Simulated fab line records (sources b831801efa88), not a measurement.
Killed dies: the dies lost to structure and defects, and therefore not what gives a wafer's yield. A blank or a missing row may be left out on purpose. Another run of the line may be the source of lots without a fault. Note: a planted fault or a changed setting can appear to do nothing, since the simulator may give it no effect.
A struck lot beside a sound one | flow sky130 | 43 out of 708 route steps
Sound: the wafers L639.1, L639.4, L639.5. Struck: wafer L649.1; the same lot's L649.6 was not struck, so it is left out; see the end for the cause.
At each step with rows: each side's tool, then ch and its chambers, then its first start. Under that, the readings that differ: sound wafers | struck wafers | difference of the means | sigmas: that difference in standard deviations of wafers without a fault.
alike: readings whose means differ by less than 2 such deviations, and words and numbers that are the same on both sides. not compared: withheld readings, readings that some wafer has no value for, bounds like >300 that may hide the same value, and numbers for which the record gives no deviation and whose values overlap.
The two part at a step that has a row with sigmas, a row that says differs or no value, or rows on one side only. Numbers that don't overlap but have no deviation are shown without sigmas and don't part them. A reading that every wafer of one side lacks parts them only if that side has two wafers or more.

first, 5 steps without rows for these wafers: SKY_FIELD_ISO_WET_ETCH_28 (etches SiO2 in dHF, target depth 23.7 nm, time 47 s); SKY_FIELD_ISO_WET_ETCH_29 (etches Si3N4 in H3PO4, target depth 160 nm, time 1825 s); SKY_FIELD_ISO_WET_ETCH_30 (etches SiO2 in dHF, target depth 25 nm, time 50 s); SKY_NWELL_CLEAN_00 (cleans in SC1/SC2, time 150 s); SKY_NWELL_OXIDATION_01 (stabilise 600 s, purge 300 s, target thk 10 nm).
SKY_NWELL_THK_MEAS_02:
  sound on film_metro-04, day 2 20:19; struck on film_metro-04, day 4 22:17
  alike: NWELL_OXIDATION_THK
then, 6 steps without rows for these wafers: SKY_DNWELL_DEHYDRATE_00 (time 60 s); SKY_DNWELL_HMDS_01 (prime time 60 s); SKY_DNWELL_COAT_02 (resist thk 3000 nm); SKY_DNWELL_SOFTBAKE_03; SKY_DNWELL_EXPOSE_04 (exposes mask DNM, target cd 3000 nm); SKY_DNWELL_PEB_05.
SKY_DNWELL_DEVELOP_06: develop time 60 s.
  sound on litho_track-02 ch 0, day 3 11:00; struck on litho_track-03 ch 0, day 5 16:00
next, for these wafers, 1 step has no rows: SKY_DNWELL_IMPLANT_07.
SKY_DNWELL_STRIP_08: strips in O2/N2.
  sound on plasma_asher-02 ch 1, day 3 11:30; struck on plasma_asher-01 ch 1, day 5 16:23
  reading                     | sound          | struck | difference | sigmas
  drypump_motor_current_A (A) | 5.87 5.90 5.88 | 5.42   | -0.46      | -3
  alike: oes_product_au, strip_time_to_endpoint_s
  not compared: rf_hours_counter_h
SKY_DNWELL_TW_MEAS_09:
  sound on film_metro-03, day 3 11:36; struck on film_metro-02, day 5 16:29
  alike: DNWELL_TW
then, 7 steps without rows for these wafers: SKY_PWDE_DEHYDRATE_00 (time 60 s); SKY_PWDE_HMDS_01 (prime time 60 s); SKY_PWDE_COAT_02 (resist thk 3000 nm); SKY_PWDE_SOFTBAKE_03; SKY_PWDE_EXPOSE_04 (exposes mask PWDEM, target cd 840 nm); SKY_PWDE_PEB_05; SKY_PWDE_DEVELOP_06 (develop time 60 s).
SKY_PWDE_OVL_MEAS_07:
  sound on overlay-01, day 4 02:31; struck on overlay-02, day 6 11:40
  alike: PWDE_OVL
next, for these wafers, 1 step has no rows: SKY_PWDE_IMPLANT_08.
SKY_PWDE_STRIP_09: strips in O2/N2.
  sound on plasma_asher-02 ch 1, day 4 02:42; struck on plasma_asher-04 ch 1, day 6 11:51
  reading                     | sound          | struck | difference | sigmas
  drypump_motor_current_A (A) | 5.87 5.81 5.85 | 6.32   | +0.48      | +3
  alike: oes_product_au, strip_time_to_endpoint_s
  not compared: rf_hours_counter_h
SKY_PWDE_TW_MEAS_10:
  sound on film_metro-04, day 4 02:48; struck on film_metro-02, day 6 11:57
  reading | sound       | struck | difference | sigmas
  PWDE_TW | 379 377 376 | 370    | -7         | -2
then, 7 steps without rows for these wafers: SKY_NWELL_DEHYDRATE_03 (time 60 s); SKY_NWELL_HMDS_04 (prime time 60 s); SKY_NWELL_COAT_05 (resist thk 3000 nm); SKY_NWELL_SOFTBAKE_06; SKY_NWELL_EXPOSE_07 (exposes mask NWM, target cd 840 nm); SKY_NWELL_PEB_08; SKY_NWELL_DEVELOP_09 (develop time 60 s).
SKY_NWELL_OVL_MEAS_10:
  sound on overlay-02, day 4 19:18; struck on overlay-02, day 7 06:33
  alike: NWELL_00_OVL
then, 3 steps without rows for these wafers: SKY_NWELL_IMPLANT_11; SKY_NWELL_IMPLANT_12; SKY_NWELL_IMPLANT_13.
SKY_NWELL_STRIP_14: strips in O2/N2.
  sound on plasma_asher-01 ch 0,1, day 4 19:47; struck on plasma_asher-04 ch 1, day 7 07:02
  reading                     | sound          | struck | difference | sigmas
  drypump_motor_current_A (A) | 5.44 5.44 5.47 | 6.29   | +0.84      | +3
  alike: oes_product_au, strip_time_to_endpoint_s
  not compared: rf_hours_counter_h
SKY_NWELL_TW_MEAS_15:
  sound on film_metro-03, day 4 19:53; struck on film_metro-04, day 7 07:08
  reading  | sound          | struck | difference | sigmas
  NWELL_TW | 1787 1799 1789 | 1823   | +31        | +2
then, 2 steps without rows for these wafers: SKY_NWELL_DEHYDRATE_16 (time 60 s); SKY_NWELL_HMDS_17 (prime time 60 s).
-- the record jumps here: 42 days lie between the struck wafers' starts before and after (it left off in module NWELL and takes up again in module PAD_OPEN, whose first step shown is number 708 of the route) --
SKY_PAD_OPEN_PROBE_99:
  sound on prober-02, day 46 08:17; struck on prober-02, day 49 02:21
  reading            | sound    | struck | difference | sigmas
  killed_at_contacts | 23 33 29 | 12     | -16        | -3
  alike: killed_at_M0_to_M3, killed_at_M4_up, killed_at_front_end, killed_at_other, killed_dies, killed_on_rim, killed_open, killed_short
  not compared: model.etest.res_deep_nwell.width_nm

== WHERE THEY PART ==
First at SKY_DNWELL_STRIP_08; last, within this record, at SKY_PAD_OPEN_PROBE_99.

WHY: whatever the simulator had introduced
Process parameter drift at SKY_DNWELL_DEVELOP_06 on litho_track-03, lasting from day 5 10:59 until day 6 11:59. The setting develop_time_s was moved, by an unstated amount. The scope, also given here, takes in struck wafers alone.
